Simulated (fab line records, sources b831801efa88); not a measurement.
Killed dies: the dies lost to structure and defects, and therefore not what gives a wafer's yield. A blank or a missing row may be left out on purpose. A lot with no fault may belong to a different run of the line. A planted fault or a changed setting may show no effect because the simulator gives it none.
Which tool did it? || flow gf180mcu || Sampling: 24 lots, 72 wafers, 6 of 602 route steps

WHAT EACH GAUGE READ, for each wafer
GF_SALICIDE_THK_MEAS_05: measures by xrf.
{"lot": "L074", "measured": "day 15 00:21", "on": "filmMetro-03", "SALICIDE_TIN_THK (nm)": "19.82 19.49 19.95"}
{"lot": "L075", "measured": "day 15 10:52", "on": "filmMetro-04", "SALICIDE_TIN_THK (nm)": "19.76 19.78 19.54"}
{"lot": "L076", "measured": "day 15 18:56", "on": "filmMetro-03", "SALICIDE_TIN_THK (nm)": "19.88 20.29 20.43"}
{"lot": "L077", "measured": "day 16 03:21", "on": "filmMetro-04", "SALICIDE_TIN_THK (nm)": "19.74 19.84 19.94"}
{"lot": "L078", "measured": "day 16 11:54", "on": "filmMetro-02", "SALICIDE_TIN_THK (nm)": "19.87 19.73 20.09"}
{"lot": "L079", "measured": "day 16 23:05", "on": "filmMetro-04", "SALICIDE_TIN_THK (nm)": "20.19 20.11 20.11"}
{"lot": "L080", "measured": "day 17 06:58", "on": "filmMetro-02", "SALICIDE_TIN_THK (nm)": "19.60 19.73 19.49"}
{"lot": "L081", "measured": "day 17 17:15", "on": "filmMetro-02", "SALICIDE_TIN_THK (nm)": "19.65 19.70 19.60"}
{"lot": "L082", "measured": "day 18 02:56", "on": "filmMetro-02", "SALICIDE_TIN_THK (nm)": "19.71 19.76 19.61"}
{"lot": "L083", "measured": "day 18 14:25", "on": "filmMetro-04", "SALICIDE_TIN_THK (nm)": "19.87 19.89 20.06"}
{"lot": "L084", "measured": "day 18 18:20", "on": "filmMetro-03", "SALICIDE_TIN_THK (nm)": "19.82 20.15 19.93"}
{"lot": "L085", "measured": "day 19 01:55", "on": "filmMetro-04", "SALICIDE_TIN_THK (nm)": "19.90 20.00 19.98"}
{"lot": "L086", "measured": "day 19 14:20", "on": "filmMetro-03", "SALICIDE_TIN_THK (nm)": "19.86 20.09 20.01"}
{"lot": "L087", "measured": "day 19 21:49", "on": "filmMetro-04", "SALICIDE_TIN_THK (nm)": "19.94 20.11 20.43"}
{"lot": "L088", "measured": "day 20 06:10", "on": "filmMetro-02", "SALICIDE_TIN_THK (nm)": "19.73 19.82 19.61"}
{"lot": "L089", "measured": "day 20 16:48", "on": "filmMetro-02", "SALICIDE_TIN_THK (nm)": "19.81 19.67 19.56"}
{"lot": "L090", "measured": "day 20 22:31", "on": "filmMetro-02", "SALICIDE_TIN_THK (nm)": "19.88 19.48 19.54"}
{"lot": "L091", "measured": "day 21 09:56", "on": "filmMetro-02", "SALICIDE_TIN_THK (nm)": "19.44 19.49 19.84"}
{"lot": "L092", "measured": "day 21 14:48", "on": "filmMetro-02", "SALICIDE_TIN_THK (nm)": "19.70 19.64 19.77"}
{"lot": "L093", "measured": "day 22 01:14", "on": "filmMetro-02", "SALICIDE_TIN_THK (nm)": "19.71 19.39 19.51"}
{"lot": "L094", "measured": "day 22 08:55", "on": "filmMetro-03", "SALICIDE_TIN_THK (nm)": "19.40 19.63 20.06"}
{"lot": "L095", "measured": "day 22 14:46", "on": "filmMetro-03", "SALICIDE_TIN_THK (nm)": "19.95 20.32 20.19"}
{"lot": "L096", "measured": "day 23 01:01", "on": "filmMetro-02", "SALICIDE_TIN_THK (nm)": "20.08 20.06 20.07"}
{"lot": "L097", "measured": "day 23 07:28", "on": "filmMetro-03", "SALICIDE_TIN_THK (nm)": "19.51 19.88 19.82"}

GF_V2_THK_MEAS_01.
{"lot": "L074", "measured": "day 19 02:34", "on": "filmMetro-01", "V2_CVD_00_THK (nm)": "602 601 602"}
{"lot": "L075", "measured": "day 19 13:24", "on": "filmMetro-03", "V2_CVD_00_THK (nm)": "601 597 593"}
{"lot": "L076", "measured": "day 19 22:25", "on": "filmMetro-01", "V2_CVD_00_THK (nm)": "607 592 599"}
{"lot": "L077", "measured": "day 20 08:16", "on": "filmMetro-03", "V2_CVD_00_THK (nm)": "606 605 611"}
{"lot": "L078", "measured": "day 20 15:59", "on": "filmMetro-03", "V2_CVD_00_THK (nm)": "606 594 603"}
{"lot": "L079", "measured": "day 21 03:04", "on": "filmMetro-03", "V2_CVD_00_THK (nm)": "597 597 598"}
{"lot": "L080", "measured": "day 21 12:31", "on": "filmMetro-01", "V2_CVD_00_THK (nm)": "603 593 596"}
{"lot": "L081", "measured": "day 21 23:13", "on": "filmMetro-03", "V2_CVD_00_THK (nm)": "588 594 590"}
{"lot": "L082", "measured": "day 22 07:49", "on": "filmMetro-04", "V2_CVD_00_THK (nm)": "596 604 596"}
{"lot": "L083", "measured": "day 22 18:45", "on": "filmMetro-04", "V2_CVD_00_THK (nm)": "594 605 595"}
{"lot": "L084", "measured": "day 22 23:32", "on": "filmMetro-01", "V2_CVD_00_THK (nm)": "604 603 600"}
{"lot": "L085", "measured": "day 23 06:44", "on": "filmMetro-04", "V2_CVD_00_THK (nm)": "600 589 598"}
{"lot": "L086", "measured": "day 23 18:31", "on": "filmMetro-03", "V2_CVD_00_THK (nm)": "600 603 599"}
{"lot": "L087", "measured": "day 24 02:07", "on": "filmMetro-01", "V2_CVD_00_THK (nm)": "604 605 604"}
{"lot": "L088", "measured": "day 24 08:58", "on": "filmMetro-04", "V2_CVD_00_THK (nm)": "603 604 607"}
{"lot": "L089", "measured": "day 24 18:49", "on": "filmMetro-03", "V2_CVD_00_THK (nm)": "612 596 605"}
{"lot": "L090", "measured": "day 25 00:48", "on": "filmMetro-01", "V2_CVD_00_THK (nm)": "608 597 602"}
{"lot": "L091", "measured": "day 25 10:39", "on": "filmMetro-03", "V2_CVD_00_THK (nm)": "592 607 595"}
{"lot": "L092", "measured": "day 25 16:13", "on": "filmMetro-01", "V2_CVD_00_THK (nm)": "602 591 603"}
{"lot": "L093", "measured": "day 26 00:27", "on": "filmMetro-03", "V2_CVD_00_THK (nm)": "606 600 595"}
{"lot": "L094", "measured": "day 26 08:23", "on": "filmMetro-03", "V2_CVD_00_THK (nm)": "591 592 587"}
{"lot": "L095", "measured": "day 26 10:47", "on": "filmMetro-03", "V2_CVD_00_THK (nm)": "606 611 605"}
{"lot": "L096", "measured": "day 26 21:58", "on": "filmMetro-01", "V2_CVD_00_THK (nm)": "609 600 608"}
{"lot": "L097", "measured": "day 27 04:38", "on": "filmMetro-04", "V2_CVD_00_THK (nm)": "603 599 602"}

GF_V2_RS_MEAS_24: the measuring method here is four-point-probe.
{"lot": "L074", "measured": "day 20 04:14", "on": "filmMetro-03", "V2_W_RS (ohm/sq)": "0.328 0.330 0.331"}
{"lot": "L075", "measured": "day 20 15:31", "on": "filmMetro-03", "V2_W_RS (ohm/sq)": "0.329 0.331 0.333"}
{"lot": "L076", "measured": "day 21 00:32", "on": "filmMetro-03", "V2_W_RS (ohm/sq)": "0.327 0.326 0.330"}
{"lot": "L077", "measured": "day 21 09:37", "on": "filmMetro-03", "V2_W_RS (ohm/sq)": "0.333 0.326 0.331"}
{"lot": "L078", "measured": "day 21 17:39", "on": "filmMetro-01", "V2_W_RS (ohm/sq)": "0.334 0.333 0.322"}
{"lot": "L079", "measured": "day 22 04:53", "on": "filmMetro-01", "V2_W_RS (ohm/sq)": "0.332 0.327 0.320"}
{"lot": "L080", "measured": "day 22 13:04", "on": "filmMetro-01", "V2_W_RS (ohm/sq)": "0.319 0.320 0.329"}
{"lot": "L081", "measured": "day 22 23:46", "on": "filmMetro-03", "V2_W_RS (ohm/sq)": "0.324 0.321 0.319"}
{"lot": "L082", "measured": "day 23 07:35", "on": "filmMetro-04", "V2_W_RS (ohm/sq)": "0.334 0.333 0.322"}
{"lot": "L083", "measured": "day 23 18:56", "on": "filmMetro-03", "V2_W_RS (ohm/sq)": "0.318 0.329 0.317"}
{"lot": "L084", "measured": "day 24 00:29", "on": "filmMetro-04", "V2_W_RS (ohm/sq)": "0.329 0.323 0.320"}
{"lot": "L085", "measured": "day 24 06:09", "on": "filmMetro-04", "V2_W_RS (ohm/sq)": "0.326 0.328 0.324"}
{"lot": "L086", "measured": "day 24 17:50", "on": "filmMetro-04", "V2_W_RS (ohm/sq)": "0.327 0.337 0.327"}
{"lot": "L087", "measured": "day 25 02:03", "on": "filmMetro-04", "V2_W_RS (ohm/sq)": "0.332 0.333 0.328"}
{"lot": "L088", "measured": "day 25 08:37", "on": "filmMetro-04", "V2_W_RS (ohm/sq)": "0.324 0.326 0.324"}
{"lot": "L089", "measured": "day 25 17:41", "on": "filmMetro-01", "V2_W_RS (ohm/sq)": "0.325 0.322 0.326"}
{"lot": "L090", "measured": "day 25 23:30", "on": "filmMetro-01", "V2_W_RS (ohm/sq)": "0.331 0.320 0.324"}
{"lot": "L091", "measured": "day 26 08:59", "on": "filmMetro-03", "V2_W_RS (ohm/sq)": "0.321 0.324 0.327"}
{"lot": "L092", "measured": "day 26 15:07", "on": "filmMetro-03", "V2_W_RS (ohm/sq)": "0.331 0.326 0.329"}
{"lot": "L093", "measured": "day 26 22:25", "on": "filmMetro-04", "V2_W_RS (ohm/sq)": "0.323 0.325 0.324"}
{"lot": "L094", "measured": "day 27 06:23", "on": "filmMetro-03", "V2_W_RS (ohm/sq)": "0.331 0.319 0.332"}
{"lot": "L095", "measured": "day 27 08:51", "on": "filmMetro-03", "V2_W_RS (ohm/sq)": "0.324 0.318 0.329"}
{"lot": "L096", "measured": "day 27 20:04", "on": "filmMetro-03", "V2_W_RS (ohm/sq)": "0.334 0.332 0.321"}
{"lot": "L097", "measured": "day 28 01:57", "on": "filmMetro-03", "V2_W_RS (ohm/sq)": "0.331 0.322 0.334"}

GF_V5_RS_MEAS_24: the measuring method here is four-point-probe.
{"lot": "L074", "measured": "day 27 01:52", "on": "filmMetro-02", "V5_W_RS (ohm/sq)": "0.322 0.320 0.325"}
{"lot": "L075", "measured": "day 27 11:53", "on": "filmMetro-03", "V5_W_RS (ohm/sq)": "0.331 0.332 0.329"}
{"lot": "L076", "measured": "day 27 20:35", "on": "filmMetro-02", "V5_W_RS (ohm/sq)": "0.337 0.342 0.332"}
{"lot": "L077", "measured": "day 28 03:35", "on": "filmMetro-02", "V5_W_RS (ohm/sq)": "0.337 0.333 0.335"}
{"lot": "L078", "measured": "day 28 11:21", "on": "filmMetro-03", "V5_W_RS (ohm/sq)": "0.320 0.317 0.326"}
{"lot": "L079", "measured": "day 28 19:40", "on": "filmMetro-01", "V5_W_RS (ohm/sq)": "0.328 0.329 0.330"}
{"lot": "L080", "measured": "day 29 01:52", "on": "filmMetro-03", "V5_W_RS (ohm/sq)": "0.329 0.333 0.329"}
{"lot": "L081", "measured": "day 29 10:36", "on": "filmMetro-01", "V5_W_RS (ohm/sq)": "0.324 0.322 0.320"}
{"lot": "L082", "measured": "day 29 17:20", "on": "filmMetro-03", "V5_W_RS (ohm/sq)": "0.324 0.327 0.322"}
{"lot": "L083", "measured": "day 30 03:04", "on": "filmMetro-03", "V5_W_RS (ohm/sq)": "0.331 0.332 0.332"}
{"lot": "L084", "measured": "day 30 06:49", "on": "filmMetro-03", "V5_W_RS (ohm/sq)": "0.325 0.325 0.328"}
{"lot": "L085", "measured": "day 30 12:59", "on": "filmMetro-01", "V5_W_RS (ohm/sq)": "0.322 0.326 0.328"}
{"lot": "L086", "measured": "day 31 00:03", "on": "filmMetro-03", "V5_W_RS (ohm/sq)": "0.328 0.320 0.330"}
{"lot": "L087", "measured": "day 31 15:10", "on": "filmMetro-02", "V5_W_RS (ohm/sq)": "0.336 0.335 0.330"}
{"lot": "L088", "measured": "day 31 10:20", "on": "filmMetro-03", "V5_W_RS (ohm/sq)": "0.327 0.339 0.333"}
{"lot": "L089", "measured": "day 31 18:38", "on": "filmMetro-02", "V5_W_RS (ohm/sq)": "0.326 0.323 0.334"}
{"lot": "L090", "measured": "day 31 21:16", "on": "filmMetro-02", "V5_W_RS (ohm/sq)": "0.321 0.323 0.330"}
{"lot": "L091", "measured": "day 32 07:05", "on": "filmMetro-02", "V5_W_RS (ohm/sq)": "0.341 0.338 0.343"}
{"lot": "L092", "measured": "day 32 12:26", "on": "filmMetro-02", "V5_W_RS (ohm/sq)": "0.318 0.323 0.322"}
{"lot": "L093", "measured": "day 32 16:31", "on": "filmMetro-02", "V5_W_RS (ohm/sq)": "0.320 0.324 0.324"}
{"lot": "L094", "measured": "day 32 23:45", "on": "filmMetro-03", "V5_W_RS (ohm/sq)": "0.326 0.329 0.326"}
{"lot": "L095", "measured": "day 33 00:54", "on": "filmMetro-03", "V5_W_RS (ohm/sq)": "0.327 0.324 0.323"}
{"lot": "L096", "measured": "day 33 12:37", "on": "filmMetro-02", "V5_W_RS (ohm/sq)": "0.330 0.327 0.328"}
{"lot": "L097", "measured": "day 33 16:56", "on": "filmMetro-02", "V5_W_RS (ohm/sq)": "0.326 0.317 0.319"}

WHAT TOOL EACH LOT RAN ON (gives the tool, then ch and the chambers of the sampled wafers, and finally the start)
{"lot": "L074", "GF_M3_SPUTTER_02": "pvdSputter-04, day 20 04:51", "GF_M3_SPUTTER_04": "pvdSputter-04, day 20 04:54"}
{"lot": "L075", "GF_M3_SPUTTER_02": "pvdSputter-03, day 20 16:08", "GF_M3_SPUTTER_04": "pvdSputter-03, day 20 16:11"}
{"lot": "L076", "GF_M3_SPUTTER_02": "pvdSputter-04, day 21 01:09", "GF_M3_SPUTTER_04": "pvdSputter-04, day 21 01:12"}
{"lot": "L077", "GF_M3_SPUTTER_02": "pvdSputter-01, day 21 10:18", "GF_M3_SPUTTER_04": "pvdSputter-01, day 21 10:21"}
{"lot": "L078", "GF_M3_SPUTTER_02": "pvdSputter-01, day 21 18:16", "GF_M3_SPUTTER_04": "pvdSputter-01, day 21 18:19"}
{"lot": "L079", "GF_M3_SPUTTER_02": "pvdSputter-04, day 22 05:29", "GF_M3_SPUTTER_04": "pvdSputter-04, day 22 05:32"}
{"lot": "L080", "GF_M3_SPUTTER_02": "pvdSputter-03, day 22 13:40", "GF_M3_SPUTTER_04": "pvdSputter-03, day 22 13:43"}
{"lot": "L081", "GF_M3_SPUTTER_02": "pvdSputter-03, day 23 00:22", "GF_M3_SPUTTER_04": "pvdSputter-03, day 23 00:25"}
{"lot": "L082", "GF_M3_SPUTTER_02": "pvdSputter-03, day 23 08:08", "GF_M3_SPUTTER_04": "pvdSputter-03, day 23 08:11"}
{"lot": "L083", "GF_M3_SPUTTER_02": "pvdSputter-01, day 23 19:32", "GF_M3_SPUTTER_04": "pvdSputter-01, day 23 19:35"}
{"lot": "L084", "GF_M3_SPUTTER_02": "pvdSputter-04, day 24 01:03", "GF_M3_SPUTTER_04": "pvdSputter-04, day 24 01:06"}
{"lot": "L085", "GF_M3_SPUTTER_02": "pvdSputter-01, day 24 06:53", "GF_M3_SPUTTER_04": "pvdSputter-01, day 24 06:56"}
{"lot": "L086", "GF_M3_SPUTTER_02": "pvdSputter-03, day 24 18:27", "GF_M3_SPUTTER_04": "pvdSputter-03, day 24 18:30"}
{"lot": "L087", "GF_M3_SPUTTER_02": "pvdSputter-04, day 25 02:40", "GF_M3_SPUTTER_04": "pvdSputter-04, day 25 02:43"}
{"lot": "L088", "GF_M3_SPUTTER_02": "pvdSputter-01, day 25 09:12", "GF_M3_SPUTTER_04": "pvdSputter-01, day 25 09:15"}
{"lot": "L089", "GF_M3_SPUTTER_02": "pvdSputter-04, day 25 18:17", "GF_M3_SPUTTER_04": "pvdSputter-04, day 25 18:20"}
{"lot": "L090", "GF_M3_SPUTTER_02": "pvdSputter-01, day 26 00:05", "GF_M3_SPUTTER_04": "pvdSputter-01, day 26 00:09"}
{"lot": "L091", "GF_M3_SPUTTER_02": "pvdSputter-01, day 26 09:35", "GF_M3_SPUTTER_04": "pvdSputter-01, day 26 09:38"}
{"lot": "L092", "GF_M3_SPUTTER_02": "pvdSputter-01, day 26 15:43", "GF_M3_SPUTTER_04": "pvdSputter-01, day 26 15:46"}
{"lot": "L093", "GF_M3_SPUTTER_02": "pvdSputter-04, day 26 23:02", "GF_M3_SPUTTER_04": "pvdSputter-04, day 26 23:05"}
{"lot": "L094", "GF_M3_SPUTTER_02": "pvdSputter-04, day 27 06:59", "GF_M3_SPUTTER_04": "pvdSputter-04, day 27 07:02"}
{"lot": "L095", "GF_M3_SPUTTER_02": "pvdSputter-04, day 27 09:28", "GF_M3_SPUTTER_04": "pvdSputter-04, day 27 09:31"}
{"lot": "L096", "GF_M3_SPUTTER_02": "pvdSputter-04, day 27 20:40", "GF_M3_SPUTTER_04": "pvdSputter-04, day 27 20:43"}
{"lot": "L097", "GF_M3_SPUTTER_02": "pvdSputter-04, day 28 02:34", "GF_M3_SPUTTER_04": "pvdSputter-04, day 28 02:37"}
- GF_M3_SPUTTER_02: material AlCu, target thk 450 nm, time 23.9 s.
- GF_M3_SPUTTER_04: material TiN, target thk 50 nm, time 41.7 s.

WHAT THE TOOLS THEMSELVES READ (means of the sampled wafers that have a number; where no wafer has one, the mark that the record gives instead)
GF_M3_SPUTTER_02.
{"lot": "L074", "tool": "pvdSputter-04", "throttleValvePct (%)": 30.2}
{"lot": "L075", "tool": "pvdSputter-03", "throttleValvePct (%)": 29.8}
{"lot": "L076", "tool": "pvdSputter-04", "throttleValvePct (%)": 30.2}
{"lot": "L077", "tool": "pvdSputter-01", "throttleValvePct (%)": 30.6}
{"lot": "L078", "tool": "pvdSputter-01", "throttleValvePct (%)": 30.4}
{"lot": "L079", "tool": "pvdSputter-04", "throttleValvePct (%)": 30.5}
{"lot": "L080", "tool": "pvdSputter-03", "throttleValvePct (%)": 30.0}
{"lot": "L081", "tool": "pvdSputter-03", "throttleValvePct (%)": 28.7}
{"lot": "L082", "tool": "pvdSputter-03", "throttleValvePct (%)": 29.4}
{"lot": "L083", "tool": "pvdSputter-01", "throttleValvePct (%)": 31.0}
{"lot": "L084", "tool": "pvdSputter-04", "throttleValvePct (%)": 30.4}
{"lot": "L085", "tool": "pvdSputter-01", "throttleValvePct (%)": 30.3}
{"lot": "L086", "tool": "pvdSputter-03", "throttleValvePct (%)": 29.3}
{"lot": "L087", "tool": "pvdSputter-04", "throttleValvePct (%)": 30.4}
{"lot": "L088", "tool": "pvdSputter-01", "throttleValvePct (%)": 30.7}
{"lot": "L089", "tool": "pvdSputter-04", "throttleValvePct (%)": 30.2}
{"lot": "L090", "tool": "pvdSputter-01", "throttleValvePct (%)": 30.6}
{"lot": "L091", "tool": "pvdSputter-01", "throttleValvePct (%)": 30.9}
{"lot": "L092", "tool": "pvdSputter-01", "throttleValvePct (%)": 30.9}
{"lot": "L093", "tool": "pvdSputter-04", "throttleValvePct (%)": 30.4}
{"lot": "L094", "tool": "pvdSputter-04", "throttleValvePct (%)": 30.2}
{"lot": "L095", "tool": "pvdSputter-04", "throttleValvePct (%)": 30.4}
{"lot": "L096", "tool": "pvdSputter-04", "throttleValvePct (%)": 31.0}
{"lot": "L097", "tool": "pvdSputter-04", "throttleValvePct (%)": 31.4}

GF_M3_SPUTTER_04.
{"lot": "L074", "tool": "pvdSputter-04", "throttleValvePct (%)": 30.1}
{"lot": "L075", "tool": "pvdSputter-03", "throttleValvePct (%)": 29.9}
{"lot": "L076", "tool": "pvdSputter-04", "throttleValvePct (%)": 30.3}
{"lot": "L077", "tool": "pvdSputter-01", "throttleValvePct (%)": 30.4}
{"lot": "L078", "tool": "pvdSputter-01", "throttleValvePct (%)": 30.6}
{"lot": "L079", "tool": "pvdSputter-04", "throttleValvePct (%)": 30.4}
{"lot": "L080", "tool": "pvdSputter-03", "throttleValvePct (%)": 30.2}
{"lot": "L081", "tool": "pvdSputter-03", "throttleValvePct (%)": 28.5}
{"lot": "L082", "tool": "pvdSputter-03", "throttleValvePct (%)": 29.4}
{"lot": "L083", "tool": "pvdSputter-01", "throttleValvePct (%)": 31.0}
{"lot": "L084", "tool": "pvdSputter-04", "throttleValvePct (%)": 30.3}
{"lot": "L085", "tool": "pvdSputter-01", "throttleValvePct (%)": 30.3}
{"lot": "L086", "tool": "pvdSputter-03", "throttleValvePct (%)": 29.4}
{"lot": "L087", "tool": "pvdSputter-04", "throttleValvePct (%)": 30.4}
{"lot": "L088", "tool": "pvdSputter-01", "throttleValvePct (%)": 30.9}
{"lot": "L089", "tool": "pvdSputter-04", "throttleValvePct (%)": 30.2}
{"lot": "L090", "tool": "pvdSputter-01", "throttleValvePct (%)": 30.5}
{"lot": "L091", "tool": "pvdSputter-01", "throttleValvePct (%)": 30.9}
{"lot": "L092", "tool": "pvdSputter-01", "throttleValvePct (%)": 31.0}
{"lot": "L093", "tool": "pvdSputter-04", "throttleValvePct (%)": 30.3}
{"lot": "L094", "tool": "pvdSputter-04", "throttleValvePct (%)": 30.4}
{"lot": "L095", "tool": "pvdSputter-04", "throttleValvePct (%)": 30.4}
{"lot": "L096", "tool": "pvdSputter-04", "throttleValvePct (%)": 31.1}
{"lot": "L097", "tool": "pvdSputter-04", "throttleValvePct (%)": 31.1}

THE ANSWER, worked out from the rows above alone
Rule: what is usual is taken from the lots themselves. The widest of any qualifying gaps counts: lots, ordered by their means at a reading, are off when they make up no more than a third of the lots, leave a main group of 4 or more, and stand apart from it by 3 or more times the standard deviation of that group's means. The tables above print the reading to a certain number of digits; a main group whose means all agree to those digits is not used. A lot without any number at a reading at which 4 lots or more have one is off too. The other lots that the step has rows for count as sound. Order of review: gauges by route order, followed by the tools' own readings, for which a lot's mean as printed above is used. At the first step where some lot is off, the reading lying furthest off is the one used; lots without a number count as furthest.
Across all readings shown, no lot is off: no conclusion can be drawn from this.

WHAT THE SIMULATOR PUT IN
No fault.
